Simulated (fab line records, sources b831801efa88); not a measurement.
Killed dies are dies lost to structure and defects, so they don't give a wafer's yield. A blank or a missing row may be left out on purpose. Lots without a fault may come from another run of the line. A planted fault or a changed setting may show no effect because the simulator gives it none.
fab line records | flow sky130
record lots=6 wafers=18 last_day=50
route steps=708 shown SONOS_ONO@172 GATE_OXIDE@187 POLY_GATE@204 RES_PROTECT@206 SALICIDE@361 PAD_OPEN@708
lots that met no fault: from a run of the same line without faults
start_h: hours from the record's first day to the start of the lot's first wafer shown | wait_h: hours since the lot's step before | " the same as in the row above | L1.1+2: a row that stands for several wafers | - no value, or no start given | * or withheld: withheld | < > ~ a bound
route shown NAME@n: a module of which the file shows steps, and the number in the route of the first | usual: mean/standard deviation of fault-free wafers | same: alike in all rows | chamber/n: place in a boat | sites: the reading at each site | _std_site: their standard deviation | _edge_site: outer sites' mean less inner sites' | radius_mm: how far each site lies from the wafer's centre | mask NAME#n: copy n | behind: the tool/chamber that last shaped the wafer | hold: why the lot was held/for how many hours/how that ended | device: the transistor (n, p or np) that didn't switch | end of line: the same wafers' tests at the end of the route | a step without rows: its recipe alone | killed: dies lost to structure and defects at the first sort, not the wafer's yield | map: a wafer's dies, x killed, . not, _ none there
set.NAME: the setting as run; set.NAME@STEP: as run at that earlier step | model.NAME: the simulator's own value behind a step, which no gauge read
lots at some steps of the route; a table a step, a row a wafer
services: from which hour (start_h, from the record's first day; less than 0 if before it) a tool's chamber was out of use, for how many hours, and why
## steps
# step SKY_SONOS_ONO_CVD_04
# recipe material=SiO2 precursor=SiH4/N2O target_thk_nm=5.7199 temp_c=900 pressure_mtorr=400
# step SKY_SONOS_ONO_THK_MEAS_05
# recipe reads=SiO2_of_SONOS_ONO_CVD_04
# usual SONOS_ONO_CVD_04_THK=5.71/0.14
# columns lot.wafer tool chamber start_h wait_h SONOS_ONO_CVD_04_THK[nm]
L172.2 film_metro-03 - 276.47 0.0 5.92
L172.4 " - " " 5.98
L172.5 " - " " 5.95
L180.1 film_metro-03 - 354.91 0.0 5.98
L180.3 " - " " 5.93
L180.5 " - " " 5.86
L183.1 film_metro-02 - 374.29 0.0 5.69
L183.2 " - " " 5.61
L183.4 " - " " 5.55
L186.1 film_metro-02 - 401.67 0.0 5.80
L186.3 " - " " 5.65
L186.4 " - " " 5.74
L190.3 film_metro-03 - 422.68 0.0 5.64
L190.4 " - " " 5.58
L190.6 " - " " 5.71
L192.2 film_metro-03 - 434.53 0.0 5.82
L192.5 " - " " 5.71
L192.6 " - " " 5.66
# step SKY_SONOS_ONO_DEHYDRATE_06
# recipe temp_c=200 time_s=60
# step SKY_SONOS_ONO_HMDS_07
# recipe prime_time_s=60 prime_temp_c=120
# step SKY_SONOS_ONO_COAT_08
# recipe resist=NOVOLAK spin_rpm=3000 resist_thk_nm=1140
# step SKY_SONOS_ONO_SOFTBAKE_09
# recipe temp_c=90 time_s=60 resist=NOVOLAK
# step SKY_SONOS_ONO_EXPOSE_10
# recipe mask_id=ONOM target_cd_nm=410 na=0.6 source_shape=conventional sigma_outer=0.6 dose_mj=150
# step SKY_SONOS_ONO_PEB_11
# recipe temp_c=withheld time_s=* resist=NOVOLAK
# step SKY_SONOS_ONO_DEVELOP_12
# recipe develop_time_s=60 dev_temp_c=23
# step SKY_SONOS_ONO_CD_MEAS_13
# recipe target_cd_nm=410
# usual cd_nm=410.1/2.4
# columns lot.wafer tool chamber start_h wait_h cd_nm
L172.2 cd_sem-02 - 301.01 0.1 412.5
L172.4 " - " " 414.0
L172.5 " - " " 412.5
L180.1 cd_sem-01 - 382.84 0.1 408.7
L180.3 " - " " 408.3
L180.5 " - " " 408.6
L183.1 cd_sem-01 - 402.84 0.1 409.6
L183.2 " - " " 410.7
L183.4 " - " " 409.9
L186.1 cd_sem-01 - 430.85 0.1 408.2
L186.3 " - " " 409.1
L186.4 " - " " 406.7
L190.3 cd_sem-01 - 452.84 0.1 411.7
L190.4 " - " " 411.2
L190.6 " - " " 410.4
L192.2 cd_sem-01 - 465.34 0.1 405.8
L192.5 " - " " 407.1
L192.6 " - " " 409.1
# step SKY_SONOS_ONO_OVL_MEAS_14
# usual SONOS_ONO_OVL=0.4/1.4
# columns lot.wafer tool chamber start_h wait_h SONOS_ONO_OVL[nm]
L172.2 overlay-01 - 301.11 0.1 -1.6
L172.4 " - " " -1.4
L172.5 " - " " -1.4
L180.1 overlay-02 - 382.96 0.1 -0.9
L180.3 " - " " 0.0
L180.5 " - " " -1.1
L183.1 overlay-01 - 402.96 0.1 0.4
L183.2 " - " " -0.1
L183.4 " - " " -0.6
L186.1 overlay-01 - 430.97 0.1 3.1
L186.3 " - " " -0.6
L186.4 " - " " 0.9
L190.3 overlay-02 - 452.93 0.1 0.0
L190.4 " - " " 2.8
L190.6 " - " " 2.4
L192.2 overlay-01 - 465.44 0.1 -1.2
L192.5 " - " " 2.1
L192.6 " - " " -0.2
# step SKY_SONOS_ONO_ETCH_15
# recipe target_depth_nm=19.52 chemistry=CHF3/O2 source_w=600 bias_w=200 pressure_mtorr=40 chf3_flow_sccm=50 O2_flow_sccm=5 time_s=7.8
# usual drypump_motor_current_A=5.6/0.52 oes_product_au=1.003/0.01 rf_fwd_power_W=587.0/2.8 throttle_valve_pct=8.823/0.011
# columns lot.wafer tool chamber start_h wait_h drypump_motor_current_A oes_product_au rf_fwd_power_W rf_hours_counter_h throttle_valve_pct
L172.2 rie_diel-02 3 301.14 0.0 5.4 1.002 589.1 0 8.824
L172.4 " 2 " " 6.4 1.000 585.2 6 8.840
L172.5 " 1 " " 5.7 1.012 590.3 - 8.830
L180.1 rie_diel-04 2 382.99 0.0 5.2 1.011 583.6 44 8.817
L180.3 " 3 " " 5.8 1.003 589.3 98 8.830
L180.5 " 3 " " 5.8 0.993 592.2 - 8.807
L183.1 rie_diel-03 3 402.99 0.0 5.4 0.984 591.1 27 8.825
L183.2 " 2 " " 4.9 0.997 586.9 12 8.816
L183.4 " 0 " " 6.3 0.983 587.7 9 8.830
L186.1 rie_diel-03 3 431.00 0.0 5.4 0.990 590.9 27 8.802
L186.3 " 2 " " 5.0 0.994 584.5 13 8.796
L186.4 " 1 " " 5.6 1.005 586.9 8 8.826
L190.3 rie_diel-03 1 452.95 0.0 5.7 0.998 588.8 8 8.827
L190.4 " 2 " " 4.9 0.980 590.6 14 8.839
L190.6 " 2 " " 4.9 0.991 589.1 - 8.832
L192.2 rie_diel-03 0 465.47 0.0 6.3 0.981 582.6 10 8.828
L192.5 " 0 " " 6.2 0.985 585.0 - 8.803
L192.6 " 1 " " 5.6 0.995 587.9 - 8.814
# step SKY_SONOS_ONO_WET_ETCH_16
# recipe chemistry=dHF target_depth_nm=14 dry=n2_spin target=SiO2 dilution=100:1 temp_c=25 time_s=280
# usual run_length_s=307/3.9 temp_c=25.01/0.11
# columns lot.wafer tool chamber start_h wait_h run_length_s temp_c model.SiO2_of_FIELD_ISO_CVD_24.thk_nm
L172.2 wet_bench-01 1 301.17 0.0 305 25.02 381
L172.4 " 1 " " 305 24.87 382
L172.5 " 1 " " 305 25.07 382
L180.1 wet_bench-02 1 383.01 0.0 118 25.24 392.9
L180.3 " 1 " " 118 25.02 394.1
L180.5 " 1 " " 118 25.18 393.3
L183.1 wet_bench-02 3 403.01 0.0 119 25.22 392.4
L183.2 " 3 " " 119 24.98 393.3
L183.4 " 3 " " 119 25.14 392.1
L186.1 wet_bench-01 0 431.03 0.0 303 24.99 383.1
L186.3 " 0 " " 303 24.98 382.8
L186.4 " 0 " " 303 24.94 382.5
L190.3 wet_bench-02 3 452.98 0.0 305 25.13 382.1
L190.4 " 3 " " 305 25.01 382.8
L190.6 " 3 " " 305 25.08 382
L192.2 wet_bench-03 0 465.49 0.0 306 24.83 385.8
L192.5 " 0 " " 306 24.90 384.5
L192.6 " 0 " " 306 24.94 382.9
# step SKY_SONOS_ONO_STRIP_17
# recipe chemistry=O2/N2 power_w=1400 pressure_mtorr=1500 platen_temp_c=withheld o2_flow_sccm=3000 n2_flow_sccm=300 overash_fraction=0.5
# usual drypump_motor_current_A=5.6/0.4 n2_flow_sccm=299.8/0.89 oes_product_au=0.709/0.0046 strip_time_to_endpoint_s=14.11/0.039
# columns lot.wafer tool chamber start_h wait_h drypump_motor_current_A n2_flow_sccm oes_product_au rf_hours_counter_h strip_time_to_endpoint_s
L172.2 plasma_asher-02 1 301.26 0.0 5.4 300.0 0.719 62 14.08
L172.4 " 0 " " 5.7 300.3 0.708 - 14.08
L172.5 " 0 " " 5.7 299.6 0.709 - 14.05
L180.1 plasma_asher-04 1 383.10 0.1 5.0 300.5 0.713 71 14.08
L180.3 " 1 " " 5.0 300.1 0.705 - 14.10
L180.5 " 0 " " 6.2 299.4 0.709 - 14.07
L183.1 plasma_asher-04 0 403.10 0.1 6.3 299.7 0.706 73 14.13
L183.2 " 1 " " 5.0 300.2 0.708 73 14.15
L183.4 " 1 " " 5.0 301.3 0.710 - 14.18
L186.1 plasma_asher-04 1 431.11 0.0 5.0 301.0 0.721 76 14.12
L186.3 " 0 " " 6.2 301.2 0.715 - 14.13
L186.4 " 1 " " 5.0 299.9 0.707 - 14.11
L190.3 plasma_asher-02 1 453.09 0.0 5.4 300.5 0.704 - 14.09
L190.4 " 0 " " 5.6 300.6 0.718 - 14.11
L190.6 " 0 " " 5.7 299.3 0.714 - 14.10
L192.2 plasma_asher-04 1 465.58 0.0 5.0 298.6 0.711 80 14.09
L192.5 " 0 " " 6.3 299.0 0.712 - 14.13
L192.6 " 1 " " 5.0 298.7 0.703 - 14.08
# step SKY_SONOS_ONO_WET_ETCH_18
# recipe chemistry=H3PO4 target_depth_nm=15 target=Si3N4 temp_c=160 time_s=172
# step SKY_GATE_OXIDE_CLEAN_00
# recipe chemistry=SC1/SC2 mix=1:4:20 temp_c=70 time_s=150 dry=n2_spin
# step SKY_GATE_OXIDE_OXIDATION_01
# recipe temp_c=900 ambient=O2 stabilise_s=600 purge_s=300 target_thk_a=102.68 ox_time_s=1473
# step SKY_GATE_OXIDE_THK_MEAS_02
# recipe reads=SiO2_of_GATE_OXIDE_OXIDATION_01
# usual GATE_OXIDE_OXIDATION_00_THK=10.20/0.17
# columns lot.wafer tool chamber start_h wait_h GATE_OXIDE_OXIDATION_00_THK[nm]
L172.2 film_metro-04 - 304.41 0.0 10.10
L172.4 " - " " 10.12
L172.5 " - " " 10.02
L180.1 film_metro-02 - 385.16 0.0 10.27
L180.3 " - " " 10.21
L180.5 " - " " 10.11
L183.1 film_metro-04 - 405.38 0.0 10.40
L183.2 " - " " 10.41
L183.4 " - " " 10.15
L186.1 film_metro-01 - 434.27 0.0 9.88
L186.3 " - " " 9.99
L186.4 " - " " 10.00
L190.3 film_metro-02 - 454.71 0.0 10.00
L190.4 " - " " 10.13
L190.6 " - " " 10.29
L192.2 film_metro-01 - 468.21 0.0 10.15
L192.5 " - " " 10.03
L192.6 " - " " 10.03
# step SKY_GATE_OXIDE_DEHYDRATE_03
# recipe temp_c=200 time_s=60
# step SKY_GATE_OXIDE_HMDS_04
# recipe prime_time_s=60 prime_temp_c=120
# step SKY_GATE_OXIDE_COAT_05
# recipe resist=NOVOLAK spin_rpm=3000 resist_thk_nm=1140
# step SKY_GATE_OXIDE_SOFTBAKE_06
# recipe temp_c=90 time_s=60 resist=NOVOLAK
# step SKY_GATE_OXIDE_EXPOSE_07
# recipe mask_id=LVOM na=0.6 source_shape=conventional sigma_outer=0.6 polarization=unpolarized target_cd_nm=600 dose_mj=170
# step SKY_GATE_OXIDE_PEB_08
# recipe temp_c=withheld time_s=* resist=NOVOLAK
# step SKY_GATE_OXIDE_DEVELOP_09
# recipe resist=NOVOLAK developer=TMAH develop_time_s=60 dev_temp_c=23
# step SKY_GATE_OXIDE_OVL_MEAS_10
# usual GATE_OXIDE_OVL=0.5/1.2
# columns lot.wafer tool chamber start_h wait_h GATE_OXIDE_OVL[nm]
L172.2 overlay-02 - 330.60 0.1 0.7
L172.4 " - " " -0.4
L172.5 " - " " 0.4
L180.1 overlay-01 - 414.30 0.1 1.1
L180.3 " - " " -0.1
L180.5 " - " " 1.5
L183.1 overlay-01 - 434.50 0.1 -0.1
L183.2 " - " " -0.4
L183.4 " - " " 0.3
L186.1 overlay-01 - 464.55 0.1 2.3
L186.3 " - " " 2.6
L186.4 " - " " 2.2
L190.3 overlay-01 - 485.66 0.1 0.9
L190.4 " - " " -1.1
L190.6 " - " " 0.1
L192.2 overlay-01 - 498.85 0.1 -0.1
L192.5 " - " " 1.9
L192.6 " - " " 0.5
# step SKY_GATE_OXIDE_IMPLANT_11
# recipe species=B energy_kev=10 dose_cm2=2.6e+12 tilt_deg=withheld
# step SKY_GATE_OXIDE_WET_ETCH_12
# recipe chemistry=dHF target_depth_nm=16.8 dry=n2_spin target=SiO2 dilution=100:1 temp_c=25 time_s=336
# step SKY_GATE_OXIDE_STRIP_13
# recipe chemistry=O2/N2 power_w=1400 pressure_mtorr=1500 platen_temp_c=withheld o2_flow_sccm=3000 n2_flow_sccm=300 overash_fraction=0.5
# usual drypump_motor_current_A=5.5/0.42 n2_flow_sccm=300.0/0.87 oes_product_au=0.716/0.0039 strip_time_to_endpoint_s=14.20/0.035
# columns lot.wafer tool chamber start_h wait_h drypump_motor_current_A n2_flow_sccm oes_product_au rf_hours_counter_h strip_time_to_endpoint_s
L172.2 plasma_asher-04 0 330.88 0.0 6.3 301.1 0.715 66 14.15
L172.4 " 1 " " 5.0 299.5 0.714 - 14.15
L172.5 " 1 " " 5.0 299.9 0.715 - 14.18
L180.1 plasma_asher-01 0 414.59 0.0 5.4 298.9 0.718 27 14.23
L180.3 " 0 " " 5.3 300.3 0.715 - 14.24
L180.5 " 1 " " 5.7 300.2 0.714 - 14.21
L183.1 plasma_asher-03 1 434.79 0.0 5.4 298.9 0.714 61 14.15
L183.2 " 0 " " 5.0 299.3 0.711 61 14.22
L183.4 " 0 " " 5.0 300.5 0.711 - 14.19
L186.1 plasma_asher-04 0 464.84 0.0 6.2 299.9 0.720 80 14.17
L186.3 " 0 " " 6.2 299.6 0.708 - 14.15
L186.4 " 1 " " 5.0 299.3 0.708 - 14.19
L190.3 plasma_asher-04 0 485.98 0.0 6.2 299.8 0.712 - 14.16
L190.4 " 1 " " 5.0 298.9 0.724 - 14.23
L190.6 " 0 " " 6.3 300.0 0.716 - 14.20
L192.2 plasma_asher-04 1 499.24 0.0 5.0 301.1 0.710 83 14.21
L192.5 " 0 " " 6.3 299.1 0.716 - 14.21
L192.6 " 1 " " 5.0 300.3 0.719 - 14.24
# step SKY_GATE_OXIDE_TW_MEAS_14
# usual GATE_OXIDE_TW=223.7/1.7
# columns lot.wafer tool chamber start_h wait_h GATE_OXIDE_TW
L172.2 film_metro-02 - 330.99 0.1 220.6
L172.4 " - " " 221.8
L172.5 " - " " 221.0
L180.1 film_metro-02 - 414.69 0.1 222.6
L180.3 " - " " 221.4
L180.5 " - " " 222.3
L183.1 film_metro-04 - 434.89 0.1 224.4
L183.2 " - " " 222.0
L183.4 " - " " 223.7
L186.1 film_metro-04 - 464.94 0.1 224.8
L186.3 " - " " 225.7
L186.4 " - " " 224.6
L190.3 film_metro-01 - 486.06 0.1 224.4
L190.4 " - " " 224.6
L190.6 " - " " 225.1
L192.2 film_metro-01 - 499.35 0.1 225.0
L192.5 " - " " 224.9
L192.6 " - " " 225.0
# step SKY_GATE_OXIDE_CLEAN_15
# recipe chemistry=SC1/SC2 mix=1:4:20 temp_c=70 time_s=150 dry=n2_spin
# step SKY_GATE_OXIDE_OXIDATION_16
# recipe temp_c=800 ambient=O2 idle_temp_c=700 ramp_up_c_per_min=10 ramp_down_c_per_min=3 stabilise_s=600 purge_s=300 target_thk_a=35.7 ox_time_s=1915
# step SKY_POLY_GATE_CVD_00
# recipe material=poly-Si target_thk_nm=180 temp_c=620 time_s=720 pressure_mtorr=200
# step SKY_POLY_GATE_THK_MEAS_01
# recipe reads=poly-Si_of_POLY_GATE_CVD_00
# usual POLY_GATE_CVD_00_THK=179.0/2
# columns lot.wafer tool chamber start_h wait_h POLY_GATE_CVD_00_THK[nm]
L172.2 film_metro-03 - 334.81 0.0 179.2
L172.4 " - " " 178.7
L172.5 " - " " 179.5
L180.1 film_metro-01 - 417.53 0.0 181.0
L180.3 " - " " 181.9
L180.5 " - " " 180.4
L183.1 film_metro-04 - 438.50 0.0 177.7
L183.2 " - " " 178.1
L183.4 " - " " 178.1
L186.1 film_metro-03 - 468.39 0.0 180.9
L186.3 " - " " 180.6
L186.4 " - " " 180.6
L190.3 film_metro-03 - 489.28 0.0 174.6
L190.4 " - " " 177.2
L190.6 " - " " 177.5
L192.2 film_metro-01 - 502.19 0.0 181.3
L192.5 " - " " 181.5
L192.6 " - " " 181.4
# step SKY_RES_PROTECT_DEHYDRATE_00
# recipe temp_c=200 time_s=60
# step SKY_RES_PROTECT_HMDS_01
# recipe prime_time_s=60 prime_temp_c=120
# step SKY_RES_PROTECT_COAT_02
# recipe resist=NOVOLAK spin_rpm=3000 resist_thk_nm=1140
# step SKY_RES_PROTECT_SOFTBAKE_03
# recipe temp_c=90 time_s=60 resist=NOVOLAK
# step SKY_RES_PROTECT_EXPOSE_04
# recipe mask_id=RPM na=0.6 source_shape=conventional sigma_outer=0.6 polarization=unpolarized target_cd_nm=1270 dose_mj=131
# step SKY_RES_PROTECT_PEB_05
# recipe temp_c=withheld time_s=* resist=NOVOLAK
# step SKY_RES_PROTECT_DEVELOP_06
# recipe resist=NOVOLAK developer=TMAH develop_time_s=60 dev_temp_c=23
# step SKY_POLY_GATE_IMPLANT_02
# recipe species=P energy_kev=30 dose_cm2=7.7e+15 tilt_deg=0
# step SKY_SALICIDE_CLEAN_00
# recipe chemistry=HF-last time_s=30 dilution=100:1 dry=ipa_marangoni
# columns lot.wafer tool chamber start_h wait_h model.SiO2_of_FIELD_ISO_CVD_24.thk_nm
L172.2 wet_bench-04 3 668.47 0.1 355.8
L172.4+5 " 3 " " 356.8
L180.1 wet_bench-01 0 745.84 0.1 367.4
L180.3 " 0 " " 368.5
L180.5 " 0 " " 367.7
L183.1 wet_bench-01 2 764.47 0.1 367.3
L183.2 " 2 " " 368.2
L183.4 " 2 " " 367
L186.1 wet_bench-04 1 794.80 0.1 357.8
L186.3 " 1 " " 357.5
L186.4 " 1 " " 357.3
L190.3 wet_bench-01 2 810.79 0.1 356.8
L190.4 " 2 " " 357.4
L190.6 " 2 " " 356.6
L192.2 wet_bench-02 3 822.55 0.1 360.9
L192.5 " 3 " " 359.6
L192.6 " 3 " " 357.9
# step SKY_PAD_OPEN_PROBE_99
# usual killed_at_M0_to_M3=44/6.4 killed_at_M4_up=3.6/2.1 killed_at_contacts=23/5.1 killed_at_front_end=15/4.3 killed_at_other=0.3/0.56 killed_dies=86/9 killed_open=47/6.4 killed_short=39/5.8
# same gross_dies=492 killed_at_back_side=0
# columns lot.wafer tool chamber start_h wait_h killed_at_M0_to_M3 killed_at_M4_up killed_at_contacts killed_at_front_end killed_at_other killed_dies killed_open killed_short model.etest.cap_li_to_poly.c_af_um2 model.etest.field_n.vt_v model.etest.sram_nfet_pass.off_log10_a_um model.etest.pfet_16v.vt_v model.etest.sram_nfet_pass.vt_sat_v model.etest.pfet_g5v0d10v5.vt_long_v model.etest.sram_nfet_pass.vt_v model.etest.pfet_01v8_lvt.vt_sat_v
L172.2 prober-02 - 1086.80 0.1 46 1 17 15 1 80 39 41 100.3 34.73 -12.75 -1.121 0.5832 -0.9438 0.6821 -0.447
L172.4 prober-02 - 1086.90 0.2 46 2 19 12 0 79 41 38 99.01 36.07 -12.56 -1.108 0.571 -0.9355 0.6655 -0.4387
L172.5 prober-02 - 1086.95 0.2 48 2 20 14 0 84 39 45 100.3 34.62 -13 -1.103 0.6116 -0.9282 0.7059 -0.4389
L180.1 prober-01 - 1138.57 0.1 53 3 19 22 0 97 52 45 102.3 36.6 -12.96 -1.164 0.5854 -0.9923 0.6835 -0.505
L180.3 prober-01 - 1138.67 0.2 50 6 20 17 0 93 50 43 102.6 37.62 -13.32 -1.168 0.6178 -0.9841 0.7143 -0.5017
L180.5 prober-01 - 1138.77 0.2 50 4 20 9 0 83 48 35 102.4 36.69 -13.13 -1.172 0.5944 -0.9901 0.6913 -0.5099
L183.1 prober-01 - 1153.97 0.1 47 4 20 12 1 84 52 32 101.2 37.1 -13.23 -1.156 0.6017 -0.9793 0.7029 -0.4829
L183.2 prober-01 - 1154.02 0.1 49 9 29 11 0 98 45 53 102.2 37.33 -12.99 -1.167 0.5794 -0.9882 0.6811 -0.4885
L183.4 prober-01 - 1154.12 0.2 41 3 26 14 0 84 42 42 101.3 37.14 -13.01 -1.145 0.576 -0.9674 0.6758 -0.477
L186.1 prober-01 - 1175.56 0.1 53 4 26 14 2 99 52 47 96.31 35.66 -12.61 -1.1 0.5798 -0.9306 0.6794 -0.4206
L186.3 prober-01 - 1175.66 0.2 43 5 37 9 1 95 49 46 98.26 35.08 -12.5 -1.099 0.5652 -0.9278 0.6635 -0.4213
L186.4 prober-01 - 1175.71 0.2 46 4 18 11 0 79 46 33 98.86 36.03 -12.87 -1.106 0.5947 -0.9355 0.6957 -0.4245
L190.3 prober-02 - 1187.25 0.2 49 3 22 17 0 91 45 46 98.31 35.53 -12.45 -1.128 0.5438 -0.9563 0.6476 -0.4617
L190.4 prober-02 - 1187.30 0.2 41 6 27 15 0 89 39 50 97.92 35.99 -12.76 -1.116 0.5714 -0.9427 0.6701 -0.4539
L190.6 prober-02 - 1187.40 0.2 51 3 26 17 0 97 59 37 97.41 35.02 -12.78 -1.138 0.5701 -0.9605 0.6708 -0.4633
L192.2 prober-02 - 1194.08 0.1 40 1 23 24 0 88 43 45 97.72 36.23 -12.75 -1.069 0.5863 -0.905 0.6822 -0.43
L192.5 prober-02 - 1194.23 0.2 38 5 17 19 0 79 41 38 101 36.22 -12.9 -1.062 0.5942 -0.8986 0.692 -0.4218
L192.6 prober-02 - 1194.28 0.2 44 1 22 22 0 89 51 37 97.91 36.37 -12.78 -1.078 0.5699 -0.9086 0.6623 -0.4299
# killed by level:class
L172.2 VIA1:geometric_particle:open=9 METAL2:geometric_particle:short=9 METAL1:geometric_particle:short=8 LI_CONTACT:geometric_particle:open=6 FIELD_ISO:geometric_particle:open=5 VIA2:geometric_particle:open=5 LOCAL_INTERCONNECT:geometric_particle:short=4 METAL2:geometric_particle:open=4
L172.4 VIA3:geometric_particle:open=9 VIA3:geometric_particle:short=7 LI_CONTACT:geometric_particle:open=6 CONTACT:geometric_particle:open=6 METAL2:geometric_particle:short=6 VIA2:geometric_particle:open=6 VIA1:geometric_particle:short=5 VIA1:geometric_particle:open=5
L172.5 VIA1:geometric_particle:open=9 VIA3:geometric_particle:open=7 LI_CONTACT:geometric_particle:open=6 LOCAL_INTERCONNECT:geometric_particle:short=6 METAL2:geometric_particle:short=6 CONTACT:geometric_particle:open=5 METAL1:geometric_particle:short=5 VIA2:geometric_particle:open=5
L180.1 VIA1:geometric_particle:open=15 METAL1:geometric_particle:short=8 POLY_GATE:geometric_particle:open=6 CONTACT:geometric_particle:open=6 VIA3:geometric_particle:open=6 POLY_GATE:geometric_particle:short=5 METAL2:geometric_particle:short=5 VIA2:geometric_particle:open=5
L180.3 CONTACT:geometric_particle:open=11 VIA1:geometric_particle:open=8 METAL1:geometric_particle:short=8 VIA3:geometric_particle:open=8 METAL2:geometric_particle:short=7 VIA2:geometric_particle:open=6 FIELD_ISO:geometric_particle:open=4 FIELD_ISO:geometric_particle:short=4
L180.5 VIA1:geometric_particle:open=12 CONTACT:geometric_particle:open=11 VIA1:geometric_particle:short=6 VIA3:geometric_particle:open=6 POLY_GATE:geometric_particle:short=5 METAL1:geometric_particle:short=5 METAL2:geometric_particle:short=5 VIA2:geometric_particle:open=5
L183.1 VIA1:geometric_particle:open=13 VIA3:geometric_particle:open=9 LI_CONTACT:geometric_particle:open=8 CONTACT:geometric_particle:open=8 METAL2:geometric_particle:short=7 FIELD_ISO:geometric_particle:short=5 VIA1:geometric_particle:short=5 FIELD_ISO:geometric_particle:open=3
L183.2 VIA1:geometric_particle:open=12 LI_CONTACT:geometric_particle:open=11 CONTACT:geometric_particle:open=9 VIA1:geometric_particle:short=9 METAL4:geometric_particle:short=9 METAL2:geometric_particle:short=8 VIA2:geometric_particle:short=4 CONTACT:geometric_particle:short=4
L183.4 CONTACT:geometric_particle:open=8 VIA3:geometric_particle:open=7 METAL2:geometric_particle:short=6 VIA1:geometric_particle:open=6 LI_CONTACT:geometric_particle:open=5 CONTACT:geometric_particle:short=5 POLY_GATE:geometric_particle:short=4 LI_CONTACT:geometric_particle:short=4
L186.1 VIA1:geometric_particle:open=11 CONTACT:geometric_particle:open=11 METAL2:geometric_particle:short=10 VIA2:geometric_particle:open=9 VIA2:geometric_particle:short=7 LOCAL_INTERCONNECT:geometric_particle:short=5 VIA1:geometric_particle:short=5 LI_CONTACT:geometric_particle:open=4
L186.3 CONTACT:geometric_particle:open=12 LI_CONTACT:geometric_particle:open=11 VIA2:geometric_particle:open=6 LOCAL_INTERCONNECT:geometric_particle:short=6 VIA1:geometric_particle:open=6 LI_CONTACT:geometric_particle:short=5 VIA2:geometric_particle:short=5 VIA3:geometric_particle:short=5
L186.4 VIA1:geometric_particle:open=10 VIA2:geometric_particle:open=10 METAL2:geometric_particle:short=6 FIELD_ISO:geometric_particle:open=5 CONTACT:geometric_particle:open=5 LI_CONTACT:geometric_particle:open=4 LOCAL_INTERCONNECT:geometric_particle:short=4 CONTACT:geometric_particle:short=4
L190.3 VIA3:geometric_particle:open=11 CONTACT:geometric_particle:open=8 VIA1:geometric_particle:open=7 CONTACT:geometric_particle:short=7 POLY_GATE:geometric_particle:open=6 VIA3:geometric_particle:short=6 METAL1:geometric_particle:short=5 VIA2:geometric_particle:open=5
L190.4 VIA1:geometric_particle:open=8 CONTACT:geometric_particle:open=8 FIELD_ISO:geometric_particle:short=7 LI_CONTACT:geometric_particle:open=7 VIA3:geometric_particle:short=7 METAL1:geometric_particle:short=6 VIA3:geometric_particle:open=6 METAL4:geometric_particle:short=6
L190.6 CONTACT:geometric_particle:open=13 VIA1:geometric_particle:open=11 METAL1:geometric_particle:short=9 VIA3:geometric_particle:open=9 FIELD_ISO:geometric_particle:open=6 METAL2:geometric_particle:short=6 VIA2:geometric_particle:open=6 POLY_GATE:geometric_particle:open=4
L192.2 VIA3:geometric_particle:open=7 CONTACT:geometric_particle:open=7 VIA1:geometric_particle:open=7 FIELD_ISO:geometric_particle:short=6 LOCAL_INTERCONNECT:geometric_particle:short=6 VIA1:geometric_particle:short=6 METAL2:geometric_particle:short=6 FIELD_ISO:geometric_particle:open=5
L192.5 VIA1:geometric_particle:open=9 FIELD_ISO:geometric_particle:short=7 VIA3:geometric_particle:open=7 CONTACT:geometric_particle:open=6 METAL2:geometric_particle:short=6 LI_CONTACT:geometric_particle:open=5 CONTACT:geometric_particle:short=4 METAL1:geometric_particle:short=4
L192.6 CONTACT:geometric_particle:open=11 VIA1:geometric_particle:open=9 FIELD_ISO:geometric_particle:open=6 FIELD_ISO:geometric_particle:short=5 CONTACT:geometric_particle:short=5 VIA1:geometric_particle:short=5 VIA2:geometric_particle:open=5 METAL2:geometric_particle:short=5
## services
# columns tool chamber start_h hours kind
plasma_asher-02 - 280.06 2.8 pm
plasma_asher-01 - 311.28 14.6 pm
rie_diel-03 1 323.29 1.6 repair
wet_bench-04 - 328.33 4.7 repair
plasma_asher-02 - 344.40 9.3 repair
plasma_asher-02 - 354.22 0.6 repair
wet_bench-01 - 402.72 2.4 repair
plasma_asher-02 - 421.25 9.0 pm
rie_diel-03 - 422.62 2.8 pm
rie_diel-03 1 432.19 20.3 repair
plasma_asher-02 - 446.54 0.3 repair
rie_diel-03 3 462.51 7.5 repair
wet_bench-04 - 472.17 7.7 repair
rie_diel-03 2 493.84 13.9 repair
rie_diel-03 - 566.09 4.3 pm
plasma_asher-02 - 576.68 1.1 repair
rie_diel-03 1 602.77 17.5 repair
rie_diel-03 3 656.42 22.1 repair
plasma_asher-02 - 657.18 1.2 repair
plasma_asher-04 - 717.74 28.1 pm
wet_bench-02 - 720.64 1.0 repair
plasma_asher-04 - 745.84 9.0 pm
plasma_asher-02 - 772.92 1.0 repair
plasma_asher-02 - 811.07 3.2 repair
## key
first_sign step=SKY_SONOS_ONO_WET_ETCH_16 reading=run_length_s direction=down sigmas=48 usual=* struck=*
effect none on later readings
model_effect step=SKY_SONOS_ONO_WET_ETCH_16 value=SiO2_of_FIELD_ISO_CVD_24.thk_nm without=382.7 struck=393
model_effect step=SKY_SALICIDE_CLEAN_00 value=SiO2_of_FIELD_ISO_CVD_24.thk_nm without=357.4 struck=367.7
model_effect step=SKY_PAD_OPEN_PROBE_99 value=etest.cap_li_to_poly.c_af_um2 without=99.02 struck=102
met_at SKY_SONOS_ONO_WET_ETCH_16
struck_wafers L180.1,L180.3,L180.5,L183.1,L183.2,L183.4
tester_left_out L180,L183
fault kind=process_parameter_drift tool=wet_bench-02 chamber=- onset_h=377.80 steps=SKY_SONOS_ONO_WET_ETCH_16 channel=time_s offset=* shape=step end_h=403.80 acts_in=* stated=*
# tester_left_out: of these lots the tester's yield and bins aren't shown, on N5 and GAA mostly nor the transistor test; their killed dies are dies lost to structure and defects alone, not to doping, threshold or leakage, so they don't give the yield
